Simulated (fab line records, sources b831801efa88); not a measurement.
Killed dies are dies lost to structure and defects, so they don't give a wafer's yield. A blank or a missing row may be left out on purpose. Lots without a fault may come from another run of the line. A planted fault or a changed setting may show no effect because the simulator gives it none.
Which tool did it? | flow sky130 | 13 lots, 39 wafers sampled, at 3 steps of a route of 708

WHAT THE GAUGES READ, wafer by wafer
SKY_METAL4_OVL_MEAS_14.
lot  | measured     | on         | METAL4_OVL (nm)
L839 | day 41 14:20 | overlay-01 | -6 -3 -6
L840 | day 42 01:58 | overlay-01 | -10 -6 -2
L842 | day 42 21:41 | overlay-01 | 1 -16 -7
L843 | day 43 02:54 | overlay-01 | 2 -2 -1
L844 | day 43 06:35 | overlay-02 | 2 14 -4
L846 | day 43 21:56 | overlay-01 | -1 -8 -4
L847 | day 43 22:53 | overlay-01 | -1 6 0
L848 | day 44 08:22 | overlay-02 | -10 -10 -2
L852 | day 45 10:57 | overlay-02 | -3 -7 0
L855 | day 46 13:41 | overlay-01 | 4 -6 2
L859 | day 47 07:21 | overlay-01 | -2 0 7
L860 | day 47 12:48 | overlay-02 | -7 -12 -7
L861 | day 47 14:38 | overlay-02 | -1 -7 -5

SKY_VIA4_OVL_MEAS_11.
lot  | measured     | on         | VIA4_OVL (nm)
L839 | day 42 15:24 | overlay-01 | 1.7 1.4 1.8
L840 | day 43 02:44 | overlay-02 | -0.5 -0.6 -1.9
L842 | day 43 21:45 | overlay-01 | 1.8 1.2 -0.2
L843 | day 44 02:34 | overlay-01 | -1.1 0.2 -1.7
L844 | day 44 05:25 | overlay-02 | 2.3 1.3 0.9
L846 | day 44 21:25 | overlay-02 | -2.0 0.3 -1.2
L847 | day 44 22:42 | overlay-01 | 1.2 0.8 1.4
L848 | day 45 07:53 | overlay-02 | -0.4 -1.2 -0.2
L852 | day 46 09:05 | overlay-02 | 0.9 1.5 1.2
L855 | day 47 10:55 | overlay-02 | 1.0 0.2 -0.4
L859 | day 48 04:04 | overlay-02 | -0.1 -0.2 -3.6
L860 | day 48 09:29 | overlay-02 | 0.5 1.3 0.7
L861 | day 48 11:16 | overlay-02 | 0.9 0.1 -0.4

WHICH TOOL RAN EACH LOT (tool, then ch and the chambers of the sampled wafers, then the start)
lot  | SKY_CONTACT_ETCH_16
L839 | rie_diel-04 ch 0,1,2, day 31 08:02
L840 | rie_diel-03 ch 0,2, day 31 20:33
L842 | rie_diel-02 ch 2,3, day 32 20:38
L843 | rie_diel-04 ch 1,2,3, day 33 01:05
L844 | rie_diel-02 ch 0,1,2, day 33 06:02
L846 | rie_diel-02 ch 0,1, day 33 22:08
L847 | rie_diel-02 ch 0,2,3, day 34 03:17
L848 | rie_diel-03 ch 0,1,2, day 34 12:44
L852 | rie_diel-02 ch 0,3, day 35 21:29
L855 | rie_diel-03 ch 0,1, day 37 07:17
L859 | rie_diel-02 ch 2,3, day 38 04:00
L860 | rie_diel-04 ch 0,1, day 38 12:44
L861 | rie_diel-03 ch 0,2,3, day 38 14:15
- SKY_CONTACT_ETCH_16: etches BARC in N2/H2, stops on SiO2, time 45.9 s, target depth 60 nm.

WHAT THE TOOLS THEMSELVES READ (means of the sampled wafers that have a number; where no wafer has one, the mark that the record gives instead)
SKY_CONTACT_ETCH_16.
lot  | tool        | drypump_motor_current_A (A) | oes_product_au (a.u.) | throttle_valve_pct (%)
L839 | rie_diel-04 | 5.9                         | 0.851                 | 13.225
L840 | rie_diel-03 | 5.7                         | 0.855                 | 13.225
L842 | rie_diel-02 | 5.6                         | 0.853                 | 13.227
L843 | rie_diel-04 | 6.1                         | 0.854                 | 13.223
L844 | rie_diel-02 | 5.8                         | 0.854                 | 13.230
L846 | rie_diel-02 | 5.9                         | 0.852                 | 13.225
L847 | rie_diel-02 | 5.7                         | 0.849                 | 13.216
L848 | rie_diel-03 | 5.3                         | 0.856                 | 13.229
L852 | rie_diel-02 | 5.8                         | 0.856                 | 13.227
L855 | rie_diel-03 | 4.9                         | 0.855                 | 13.231
L859 | rie_diel-02 | 5.7                         | 0.855                 | 13.219
L860 | rie_diel-04 | 5.6                         | 0.851                 | 13.224
L861 | rie_diel-03 | 5.6                         | 0.851                 | 13.226

THE ANSWER, worked out from the rows above alone
Rule: what is usual is taken from the lots themselves. Put in order of their means at a reading, lots are off if they are a third of the lots or fewer, leave a main group of 4 or more, and stand apart from it by a gap of 3 or more times the standard deviation of the main group's means; of several such gaps the widest counts. A main group whose means are all the same, to the digits that the tables above print for the reading, isn't used. A lot without any number at a reading at which 4 lots or more have one is off too. The other lots that the step has rows for count as sound. The gauges are gone through in route order, then the tools' own readings, and for those a lot's mean is taken as printed above. The first step at which some lot is off is used, and at that step the reading that is off furthest; a lot without a number counts as furthest.
No lot is off at any reading shown: from this, nothing can be told.

WHAT THE SIMULATOR HAD PUT IN
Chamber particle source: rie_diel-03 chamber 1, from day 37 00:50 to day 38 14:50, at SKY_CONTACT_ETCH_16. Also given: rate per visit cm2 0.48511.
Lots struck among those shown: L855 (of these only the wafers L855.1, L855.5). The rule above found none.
